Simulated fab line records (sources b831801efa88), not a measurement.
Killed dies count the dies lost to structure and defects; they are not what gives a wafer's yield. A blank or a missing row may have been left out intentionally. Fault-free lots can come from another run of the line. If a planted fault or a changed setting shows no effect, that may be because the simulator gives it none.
fab line records || flow sky130
[record] {"lots": 7, "wafers": 21, "lastDay": 50}
route steps=708 shown LDD_HVN@270 LDD_HVP@278
lots untouched by any fault: they come from a run of this same line in which no faults occurred
startH: hours from the record's first day to the start of the lot's first wafer shown || waitH: time in hours since the lot's previous step || " identical to the entry in the row above || L1.1+2: several wafers, shown together as one row || - no value, or no start given || * or withheld: withheld || < > ~ a bound
route shown NAME@n: names a module that has steps shown in the file, with the first one's number in the route || usual: the fault-free wafers' mean and standard deviation || same: alike in all rows || chamber/n: place in a boat || sites: readings site by site || _std_site: standard deviation across them || _edge_site: mean of outer sites minus mean of inner sites || radiusMm: how far each site lies from the wafer's centre || mask NAME#n: copy n || behind: the last tool/chamber to shape the wafer || hold: cause of the lot's hold/its duration in hours/its outcome || device: whichever transistor did not switch (one of n, p or np) || end of line: the route-end tests of the same wafers || a step given without rows: its recipe and nothing more || killed: dies lost to structure and defects at the first sort, not the wafer's yield || map: a wafer's dies, marking killed ones x, the rest . and places with no die _
set.NAME: the run value of the setting; set.NAME@STEP: its run value at that earlier step || model.NAME: the simulator's own value behind a step, which no gauge read
a table for each step, a row for each wafer; lots at some steps of the route
services: a tool's chamber out of use, with start hour (startH, from the record's first day; less than 0 if before it), hours out, and reason
[[steps]]
[step SKY_LDD_HVN_SOFTBAKE_03]
[recipe] {"tempC": 90, "timeS": 60, "resist": "NOVOLAK"}
[step SKY_LDD_HVN_EXPOSE_04]
[recipe] {"maskId": "HVNTM", "na": 0.6, "sourceShape": "conventional", "sigmaOuter": 0.6, "polarization": "unpolarized", "targetCdNm": 700, "doseMj": 127}
[step SKY_LDD_HVN_PEB_05]
[recipe] {"tempC": "withheld", "timeS": "*", "resist": "NOVOLAK"}
[step SKY_LDD_HVN_DEVELOP_06]
[recipe] {"resist": "NOVOLAK", "developer": "TMAH", "developTimeS": 60, "devTempC": 23}
[step SKY_LDD_HVN_OVL_MEAS_07]
[usual] {"LDD_HVN_OVL": "-0.7/1.2"}
{"lot.wafer": "L238.3", "tool": "overlay-02", "chamber": "-", "startH": 495.71, "waitH": 0.1, "LDD_HVN_OVL[nm]": 0.3}
{"lot.wafer": "L238.4", "tool": "overlay-02", "chamber": "-", "startH": 495.71, "waitH": 0.1, "LDD_HVN_OVL[nm]": 1.6}
{"lot.wafer": "L238.6", "tool": "overlay-02", "chamber": "-", "startH": 495.71, "waitH": 0.1, "LDD_HVN_OVL[nm]": 2.1}
{"lot.wafer": "L239.3", "tool": "overlay-01", "chamber": "-", "startH": 525.61, "waitH": 0.1, "LDD_HVN_OVL[nm]": -1.3}
{"lot.wafer": "L239.4", "tool": "overlay-01", "chamber": "-", "startH": 525.61, "waitH": 0.1, "LDD_HVN_OVL[nm]": -2.3}
{"lot.wafer": "L239.5", "tool": "overlay-01", "chamber": "-", "startH": 525.61, "waitH": 0.1, "LDD_HVN_OVL[nm]": -0.8}
{"lot.wafer": "L241.2", "tool": "overlay-02", "chamber": "-", "startH": 529.74, "waitH": 0.1, "LDD_HVN_OVL[nm]": -1.6}
{"lot.wafer": "L241.3", "tool": "overlay-02", "chamber": "-", "startH": 529.74, "waitH": 0.1, "LDD_HVN_OVL[nm]": -2.4}
{"lot.wafer": "L241.5", "tool": "overlay-02", "chamber": "-", "startH": 529.74, "waitH": 0.1, "LDD_HVN_OVL[nm]": -0.7}
{"lot.wafer": "L242.1", "tool": "overlay-02", "chamber": "-", "startH": 536.58, "waitH": 0.1, "LDD_HVN_OVL[nm]": -1.9}
{"lot.wafer": "L242.2", "tool": "overlay-02", "chamber": "-", "startH": 536.58, "waitH": 0.1, "LDD_HVN_OVL[nm]": 2.1}
{"lot.wafer": "L242.4", "tool": "overlay-02", "chamber": "-", "startH": 536.58, "waitH": 0.1, "LDD_HVN_OVL[nm]": -2.3}
{"lot.wafer": "L249.2", "tool": "overlay-01", "chamber": "-", "startH": 598.29, "waitH": 0.1, "LDD_HVN_OVL[nm]": -1.2}
{"lot.wafer": "L249.3", "tool": "overlay-01", "chamber": "-", "startH": 598.29, "waitH": 0.1, "LDD_HVN_OVL[nm]": 0.5}
{"lot.wafer": "L249.5", "tool": "overlay-01", "chamber": "-", "startH": 598.29, "waitH": 0.1, "LDD_HVN_OVL[nm]": -1.9}
{"lot.wafer": "L253.3", "tool": "overlay-01", "chamber": "-", "startH": 628.28, "waitH": 0.1, "LDD_HVN_OVL[nm]": -1.2}
{"lot.wafer": "L253.5", "tool": "overlay-01", "chamber": "-", "startH": 628.28, "waitH": 0.1, "LDD_HVN_OVL[nm]": -0.8}
{"lot.wafer": "L253.6", "tool": "overlay-01", "chamber": "-", "startH": 628.28, "waitH": 0.1, "LDD_HVN_OVL[nm]": -0.6}
{"lot.wafer": "L256.1", "tool": "overlay-01", "chamber": "-", "startH": 657.97, "waitH": 0.1, "LDD_HVN_OVL[nm]": -2.0}
{"lot.wafer": "L256.2", "tool": "overlay-01", "chamber": "-", "startH": 657.97, "waitH": 0.1, "LDD_HVN_OVL[nm]": -0.1}
{"lot.wafer": "L256.6", "tool": "overlay-01", "chamber": "-", "startH": 657.97, "waitH": 0.1, "LDD_HVN_OVL[nm]": -0.1}
[step SKY_LDD_HVN_IMPLANT_08]
[recipe] {"species": "P", "energyKev": 60, "doseCm2": 3e+13, "tiltDeg": 40}
[step SKY_LDD_HVN_STRIP_09]
[recipe] {"chemistry": "O2/N2", "powerW": 1400, "pressureMtorr": 1500, "platenTempC": "withheld", "o2FlowSccm": 3000, "n2FlowSccm": 300, "overashFraction": 0.5}
[usual] {"drypumpMotorCurrentA": "5.7/0.33", "oesProductAu": "0.409/0.0045", "stripTimeToEndpointS": "4.134/0.014"}
{"lot.wafer": "L238.3", "tool": "plasmaAsher-03", "chamber": 0, "startH": 495.92, "waitH": 0.1, "drypumpMotorCurrentA": 5.2, "oesProductAu": 0.407, "rfHoursCounterH": "-", "stripTimeToEndpointS": 4.135}
{"lot.wafer": "L238.4", "tool": "plasmaAsher-03", "chamber": 1, "startH": 495.92, "waitH": 0.1, "drypumpMotorCurrentA": 5.7, "oesProductAu": 0.409, "rfHoursCounterH": "-", "stripTimeToEndpointS": 4.138}
{"lot.wafer": "L238.6", "tool": "plasmaAsher-03", "chamber": 1, "startH": 495.92, "waitH": 0.1, "drypumpMotorCurrentA": 5.7, "oesProductAu": 0.404, "rfHoursCounterH": "-", "stripTimeToEndpointS": 4.144}
{"lot.wafer": "L239.3", "tool": "plasmaAsher-03", "chamber": 1, "startH": 525.82, "waitH": 0.1, "drypumpMotorCurrentA": 5.7, "oesProductAu": 0.406, "rfHoursCounterH": "-", "stripTimeToEndpointS": 4.127}
{"lot.wafer": "L239.4", "tool": "plasmaAsher-03", "chamber": 0, "startH": 525.82, "waitH": 0.1, "drypumpMotorCurrentA": 5.2, "oesProductAu": 0.410, "rfHoursCounterH": "-", "stripTimeToEndpointS": 4.121}
{"lot.wafer": "L239.5", "tool": "plasmaAsher-03", "chamber": 0, "startH": 525.82, "waitH": 0.1, "drypumpMotorCurrentA": 5.1, "oesProductAu": 0.411, "rfHoursCounterH": "-", "stripTimeToEndpointS": 4.110}
{"lot.wafer": "L241.2", "tool": "plasmaAsher-04", "chamber": 1, "startH": 529.92, "waitH": 0.1, "drypumpMotorCurrentA": 5.8, "oesProductAu": 0.415, "rfHoursCounterH": 73, "stripTimeToEndpointS": 4.139}
{"lot.wafer": "L241.3", "tool": "plasmaAsher-04", "chamber": 0, "startH": 529.92, "waitH": 0.1, "drypumpMotorCurrentA": 6.2, "oesProductAu": 0.409, "rfHoursCounterH": "-", "stripTimeToEndpointS": 4.155}
{"lot.wafer": "L241.5", "tool": "plasmaAsher-04", "chamber": 0, "startH": 529.92, "waitH": 0.1, "drypumpMotorCurrentA": 6.2, "oesProductAu": 0.407, "rfHoursCounterH": "-", "stripTimeToEndpointS": 4.136}
{"lot.wafer": "L242.1", "tool": "plasmaAsher-03", "chamber": 0, "startH": 536.77, "waitH": 0.1, "drypumpMotorCurrentA": 5.2, "oesProductAu": 0.415, "rfHoursCounterH": 82, "stripTimeToEndpointS": 4.140}
{"lot.wafer": "L242.2", "tool": "plasmaAsher-03", "chamber": 1, "startH": 536.77, "waitH": 0.1, "drypumpMotorCurrentA": 5.7, "oesProductAu": 0.411, "rfHoursCounterH": 82, "stripTimeToEndpointS": 4.129}
{"lot.wafer": "L242.4", "tool": "plasmaAsher-03", "chamber": 1, "startH": 536.77, "waitH": 0.1, "drypumpMotorCurrentA": 5.7, "oesProductAu": 0.405, "rfHoursCounterH": "-", "stripTimeToEndpointS": 4.147}
{"lot.wafer": "L249.2", "tool": "plasmaAsher-03", "chamber": 0, "startH": 598.47, "waitH": 0.1, "drypumpMotorCurrentA": 5.2, "oesProductAu": 0.407, "rfHoursCounterH": 88, "stripTimeToEndpointS": 4.128}
{"lot.wafer": "L249.3", "tool": "plasmaAsher-03", "chamber": 0, "startH": 598.47, "waitH": 0.1, "drypumpMotorCurrentA": 5.2, "oesProductAu": 0.408, "rfHoursCounterH": "-", "stripTimeToEndpointS": 4.163}
{"lot.wafer": "L249.5", "tool": "plasmaAsher-03", "chamber": 0, "startH": 598.47, "waitH": 0.1, "drypumpMotorCurrentA": 5.1, "oesProductAu": 0.413, "rfHoursCounterH": "-", "stripTimeToEndpointS": 4.137}
{"lot.wafer": "L253.3", "tool": "plasmaAsher-02", "chamber": 1, "startH": 628.49, "waitH": 0.1, "drypumpMotorCurrentA": 5.5, "oesProductAu": 0.403, "rfHoursCounterH": "-", "stripTimeToEndpointS": 4.134}
{"lot.wafer": "L253.5", "tool": "plasmaAsher-02", "chamber": 1, "startH": 628.49, "waitH": 0.1, "drypumpMotorCurrentA": 5.5, "oesProductAu": 0.406, "rfHoursCounterH": "-", "stripTimeToEndpointS": 4.126}
{"lot.wafer": "L253.6", "tool": "plasmaAsher-02", "chamber": 0, "startH": 628.49, "waitH": 0.1, "drypumpMotorCurrentA": 5.7, "oesProductAu": 0.409, "rfHoursCounterH": "-", "stripTimeToEndpointS": 4.136}
{"lot.wafer": "L256.1", "tool": "plasmaAsher-04", "chamber": 0, "startH": 658.16, "waitH": 0.1, "drypumpMotorCurrentA": 6.2, "oesProductAu": 0.409, "rfHoursCounterH": 86, "stripTimeToEndpointS": 4.125}
{"lot.wafer": "L256.2", "tool": "plasmaAsher-04", "chamber": 1, "startH": 658.16, "waitH": 0.1, "drypumpMotorCurrentA": 5.8, "oesProductAu": 0.413, "rfHoursCounterH": 86, "stripTimeToEndpointS": 4.138}
{"lot.wafer": "L256.6", "tool": "plasmaAsher-04", "chamber": 1, "startH": 658.16, "waitH": 0.1, "drypumpMotorCurrentA": 5.8, "oesProductAu": 0.409, "rfHoursCounterH": "-", "stripTimeToEndpointS": 4.123}
[step SKY_LDD_HVN_TW_MEAS_10]
[usual] {"LDD_HVN_TW": "1439/10"}
{"lot.wafer": "L238.3", "tool": "filmMetro-03", "chamber": "-", "startH": 496.01, "waitH": 0.1, "LDD_HVN_TW": 1444}
{"lot.wafer": "L238.4", "tool": "filmMetro-03", "chamber": "-", "startH": 496.01, "waitH": 0.1, "LDD_HVN_TW": 1454}
{"lot.wafer": "L238.6", "tool": "filmMetro-03", "chamber": "-", "startH": 496.01, "waitH": 0.1, "LDD_HVN_TW": 1447}
{"lot.wafer": "L239.3", "tool": "filmMetro-03", "chamber": "-", "startH": 525.91, "waitH": 0.1, "LDD_HVN_TW": 1448}
{"lot.wafer": "L239.4", "tool": "filmMetro-03", "chamber": "-", "startH": 525.91, "waitH": 0.1, "LDD_HVN_TW": 1449}
{"lot.wafer": "L239.5", "tool": "filmMetro-03", "chamber": "-", "startH": 525.91, "waitH": 0.1, "LDD_HVN_TW": 1450}
{"lot.wafer": "L241.2", "tool": "filmMetro-04", "chamber": "-", "startH": 530.03, "waitH": 0.1, "LDD_HVN_TW": 1431}
{"lot.wafer": "L241.3", "tool": "filmMetro-04", "chamber": "-", "startH": 530.03, "waitH": 0.1, "LDD_HVN_TW": 1436}
{"lot.wafer": "L241.5", "tool": "filmMetro-04", "chamber": "-", "startH": 530.03, "waitH": 0.1, "LDD_HVN_TW": 1428}
{"lot.wafer": "L242.1", "tool": "filmMetro-02", "chamber": "-", "startH": 536.87, "waitH": 0.1, "LDD_HVN_TW": 1437}
{"lot.wafer": "L242.2", "tool": "filmMetro-02", "chamber": "-", "startH": 536.87, "waitH": 0.1, "LDD_HVN_TW": 1439}
{"lot.wafer": "L242.4", "tool": "filmMetro-02", "chamber": "-", "startH": 536.87, "waitH": 0.1, "LDD_HVN_TW": 1436}
{"lot.wafer": "L249.2", "tool": "filmMetro-02", "chamber": "-", "startH": 598.58, "waitH": 0.1, "LDD_HVN_TW": 1430}
{"lot.wafer": "L249.3", "tool": "filmMetro-02", "chamber": "-", "startH": 598.58, "waitH": 0.1, "LDD_HVN_TW": 1431}
{"lot.wafer": "L249.5", "tool": "filmMetro-02", "chamber": "-", "startH": 598.58, "waitH": 0.1, "LDD_HVN_TW": 1429}
{"lot.wafer": "L253.3", "tool": "filmMetro-02", "chamber": "-", "startH": 628.58, "waitH": 0.1, "LDD_HVN_TW": 1436}
{"lot.wafer": "L253.5", "tool": "filmMetro-02", "chamber": "-", "startH": 628.58, "waitH": 0.1, "LDD_HVN_TW": 1442}
{"lot.wafer": "L253.6", "tool": "filmMetro-02", "chamber": "-", "startH": 628.58, "waitH": 0.1, "LDD_HVN_TW": 1447}
{"lot.wafer": "L256.1", "tool": "filmMetro-03", "chamber": "-", "startH": 658.26, "waitH": 0.1, "LDD_HVN_TW": 1444}
{"lot.wafer": "L256.2", "tool": "filmMetro-03", "chamber": "-", "startH": 658.26, "waitH": 0.1, "LDD_HVN_TW": 1454}
{"lot.wafer": "L256.6", "tool": "filmMetro-03", "chamber": "-", "startH": 658.26, "waitH": 0.1, "LDD_HVN_TW": 1445}
[step SKY_LDD_HVP_DEHYDRATE_00]
[recipe] {"tempC": 200, "timeS": 60}
[step SKY_LDD_HVP_HMDS_01]
[recipe] {"primeTimeS": 60, "primeTempC": 120}
[step SKY_LDD_HVP_COAT_02]
[recipe] {"resist": "NOVOLAK", "spinRpm": 3000, "resistThkNm": 300}
[step SKY_LDD_HVP_SOFTBAKE_03]
[recipe] {"tempC": 90, "timeS": 60, "resist": "NOVOLAK"}
[step SKY_LDD_HVP_EXPOSE_04]
[recipe] {"maskId": "HVPTM", "na": 0.6, "sourceShape": "conventional", "sigmaOuter": 0.6, "polarization": "unpolarized", "targetCdNm": 700, "doseMj": 86}
{"lot.wafer": "L238.3+4+6", "tool": "ilineStepper-01", "chamber": 0, "startH": 511.94, "waitH": "-", "mask": "HVPTM#0", "model.LDD_HVP.overlayXNm": 1}
{"lot.wafer": "L239.3+4+5", "tool": "ilineStepper-01", "chamber": 0, "startH": 541.50, "waitH": "-", "mask": "HVPTM#0", "model.LDD_HVP.overlayXNm": 4.316}
{"lot.wafer": "L241.2+3+5", "tool": "ilineStepper-01", "chamber": 0, "startH": 545.73, "waitH": "-", "mask": "HVPTM#0", "model.LDD_HVP.overlayXNm": 3.699}
{"lot.wafer": "L242.1+2+4", "tool": "ilineStepper-01", "chamber": 0, "startH": 552.16, "waitH": "-", "mask": "HVPTM#0", "model.LDD_HVP.overlayXNm": 4.354}
{"lot.wafer": "L249.2+3+5", "tool": "ilineStepper-02", "chamber": 0, "startH": 614.19, "waitH": "-", "mask": "HVPTM#0", "model.LDD_HVP.overlayXNm": -0.4786}
{"lot.wafer": "L253.3+5+6", "tool": "ilineStepper-02", "chamber": 0, "startH": 644.08, "waitH": "-", "mask": "HVPTM#0", "model.LDD_HVP.overlayXNm": -0.4769}
{"lot.wafer": "L256.1+2+6", "tool": "ilineStepper-02", "chamber": 0, "startH": 673.87, "waitH": "-", "mask": "HVPTM#0", "model.LDD_HVP.overlayXNm": -0.05905}
[step SKY_LDD_HVP_PEB_05]
[recipe] {"tempC": "withheld", "timeS": "*", "resist": "NOVOLAK"}
[step SKY_LDD_HVP_DEVELOP_06]
[recipe] {"resist": "NOVOLAK", "developer": "TMAH", "developTimeS": 60, "devTempC": 23}
[step SKY_LDD_HVP_OVL_MEAS_07]
[usual] {"LDD_HVP_OVL": "-0.8/1.2"}
{"lot.wafer": "L238.3", "tool": "overlay-01", "chamber": "-", "startH": 526.71, "waitH": 0.1, "hold": "-", "LDD_HVP_OVL[nm]": -1.5}
{"lot.wafer": "L238.4", "tool": "overlay-01", "chamber": "-", "startH": 526.71, "waitH": 0.1, "hold": "-", "LDD_HVP_OVL[nm]": -0.3}
{"lot.wafer": "L238.6", "tool": "overlay-01", "chamber": "-", "startH": 526.71, "waitH": 0.1, "hold": "-", "LDD_HVP_OVL[nm]": -0.2}
{"lot.wafer": "L239.3", "tool": "overlay-01", "chamber": "-", "startH": 556.32, "waitH": 0.1, "hold": "awaitDispo/0.2h/release", "LDD_HVP_OVL[nm]": 3.8}
{"lot.wafer": "L239.4", "tool": "overlay-01", "chamber": "-", "startH": 556.32, "waitH": 0.1, "hold": "awaitDispo/0.2h/release", "LDD_HVP_OVL[nm]": 4.0}
{"lot.wafer": "L239.5", "tool": "overlay-01", "chamber": "-", "startH": 556.32, "waitH": 0.1, "hold": "awaitDispo/0.2h/release", "LDD_HVP_OVL[nm]": 1.8}
{"lot.wafer": "L239.3", "tool": "overlay-01", "chamber": "-", "startH": 556.52, "waitH": 0.2, "hold": "-", "LDD_HVP_OVL[nm]": 4.7}
{"lot.wafer": "L239.4", "tool": "overlay-01", "chamber": "-", "startH": 556.52, "waitH": 0.2, "hold": "-", "LDD_HVP_OVL[nm]": 5.6}
{"lot.wafer": "L239.5", "tool": "overlay-01", "chamber": "-", "startH": 556.52, "waitH": 0.2, "hold": "-", "LDD_HVP_OVL[nm]": 3.6}
{"lot.wafer": "L241.2", "tool": "overlay-01", "chamber": "-", "startH": 560.30, "waitH": 0.1, "hold": "awaitDispo/0.2h/release", "LDD_HVP_OVL[nm]": 1.7}
{"lot.wafer": "L241.3", "tool": "overlay-01", "chamber": "-", "startH": 560.30, "waitH": 0.1, "hold": "awaitDispo/0.2h/release", "LDD_HVP_OVL[nm]": 2.2}
{"lot.wafer": "L241.5", "tool": "overlay-01", "chamber": "-", "startH": 560.30, "waitH": 0.1, "hold": "awaitDispo/0.2h/release", "LDD_HVP_OVL[nm]": 1.4}
{"lot.wafer": "L241.2", "tool": "overlay-01", "chamber": "-", "startH": 560.51, "waitH": 0.2, "hold": "-", "LDD_HVP_OVL[nm]": 3.2}
{"lot.wafer": "L241.3", "tool": "overlay-01", "chamber": "-", "startH": 560.51, "waitH": 0.2, "hold": "-", "LDD_HVP_OVL[nm]": 4.0}
{"lot.wafer": "L241.5", "tool": "overlay-01", "chamber": "-", "startH": 560.51, "waitH": 0.2, "hold": "-", "LDD_HVP_OVL[nm]": 3.4}
{"lot.wafer": "L242.1", "tool": "overlay-02", "chamber": "-", "startH": 566.81, "waitH": 0.1, "hold": "awaitDispo/0.2h/release", "LDD_HVP_OVL[nm]": 2.9}
{"lot.wafer": "L242.2", "tool": "overlay-02", "chamber": "-", "startH": 566.81, "waitH": 0.1, "hold": "awaitDispo/0.2h/release", "LDD_HVP_OVL[nm]": 3.6}
{"lot.wafer": "L242.4", "tool": "overlay-02", "chamber": "-", "startH": 566.81, "waitH": 0.1, "hold": "awaitDispo/0.2h/release", "LDD_HVP_OVL[nm]": 3.3}
{"lot.wafer": "L242.1", "tool": "overlay-02", "chamber": "-", "startH": 567.03, "waitH": 0.2, "hold": "-", "LDD_HVP_OVL[nm]": 4.5}
{"lot.wafer": "L242.2", "tool": "overlay-02", "chamber": "-", "startH": 567.03, "waitH": 0.2, "hold": "-", "LDD_HVP_OVL[nm]": 5.9}
{"lot.wafer": "L242.4", "tool": "overlay-02", "chamber": "-", "startH": 567.03, "waitH": 0.2, "hold": "-", "LDD_HVP_OVL[nm]": 5.4}
{"lot.wafer": "L249.2", "tool": "overlay-02", "chamber": "-", "startH": 627.98, "waitH": 0.1, "hold": "-", "LDD_HVP_OVL[nm]": -2.8}
{"lot.wafer": "L249.3", "tool": "overlay-02", "chamber": "-", "startH": 627.98, "waitH": 0.1, "hold": "-", "LDD_HVP_OVL[nm]": -1.2}
{"lot.wafer": "L249.5", "tool": "overlay-02", "chamber": "-", "startH": 627.98, "waitH": 0.1, "hold": "-", "LDD_HVP_OVL[nm]": -1.9}
{"lot.wafer": "L253.3", "tool": "overlay-02", "chamber": "-", "startH": 657.56, "waitH": 0.1, "hold": "-", "LDD_HVP_OVL[nm]": -2.0}
{"lot.wafer": "L253.5", "tool": "overlay-02", "chamber": "-", "startH": 657.56, "waitH": 0.1, "hold": "-", "LDD_HVP_OVL[nm]": -0.6}
{"lot.wafer": "L253.6", "tool": "overlay-02", "chamber": "-", "startH": 657.56, "waitH": 0.1, "hold": "-", "LDD_HVP_OVL[nm]": -1.7}
{"lot.wafer": "L256.1", "tool": "overlay-01", "chamber": "-", "startH": 687.01, "waitH": 0.1, "hold": "-", "LDD_HVP_OVL[nm]": 1.9}
{"lot.wafer": "L256.2", "tool": "overlay-01", "chamber": "-", "startH": 687.01, "waitH": 0.1, "hold": "-", "LDD_HVP_OVL[nm]": 1.4}
{"lot.wafer": "L256.6", "tool": "overlay-01", "chamber": "-", "startH": 687.01, "waitH": 0.1, "hold": "-", "LDD_HVP_OVL[nm]": 0.6}
[[services]]
{"tool": "ilineStepper-01", "chamber": "-", "startH": 492.19, "hours": 1.7, "kind": "pm"}
{"tool": "plasmaAsher-04", "chamber": "-", "startH": 557.40, "hours": 2.8, "kind": "pm"}
{"tool": "ilineStepper-01", "chamber": 0, "startH": 567.86, "hours": "-", "kind": "calibration"}
{"tool": "ilineStepper-02", "chamber": "-", "startH": 589.09, "hours": 1.7, "kind": "pm"}
{"tool": "plasmaAsher-03", "chamber": "-", "startH": 605.77, "hours": 6.0, "kind": "repair"}
{"tool": "ilineStepper-01", "chamber": "-", "startH": 615.91, "hours": 3.8, "kind": "repair"}
{"tool": "plasmaAsher-02", "chamber": "-", "startH": 631.54, "hours": 77.4, "kind": "repair"}
{"tool": "ilineStepper-01", "chamber": "-", "startH": 642.91, "hours": 2.1, "kind": "pm"}
{"tool": "ilineStepper-01", "chamber": "-", "startH": 644.99, "hours": "-", "kind": "consumableReplace:lamp"}
{"tool": "ilineStepper-02", "chamber": "-", "startH": 661.76, "hours": 4.4, "kind": "pm"}
[[key]]
[firstSign] {"step": "SKY_LDD_HVP_OVL_MEAS_07", "reading": "visit", "direction": "added"}
[effect] {"step": "SKY_LDD_HVP_OVL_MEAS_07", "reading": "LDD_HVP_OVL", "direction": "up", "sigmas": 3, "usual": -0.8, "struck": 2.7}
[modelEffect] {"step": "SKY_LDD_HVP_EXPOSE_04", "value": "LDD_HVP.overlayXNm", "without": 0.8508, "struck": 4.123}
metAt SKY_LDD_HVP_EXPOSE_04
struckWafers L239.3,L239.4,L239.5,L241.2,L241.3,L241.5,L242.1,L242.2,L242.4
testerLeftOut L239,L241,L242
onsetBetween 511.94 541.50
[fault] {"kind": "scannerMatchingOverlay", "tool": "ilineStepper-01", "chamber": "-", "onsetH": 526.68, "steps": "SKY_LDD_HVP_EXPOSE_04", "offset": 3.2724}
// testerLeftOut: of these lots the tester's yield and bins aren't shown, on N5 and GAA mostly nor the transistor test; their killed dies are dies lost to structure and defects alone, not to doping, threshold or leakage, so they don't give the yield
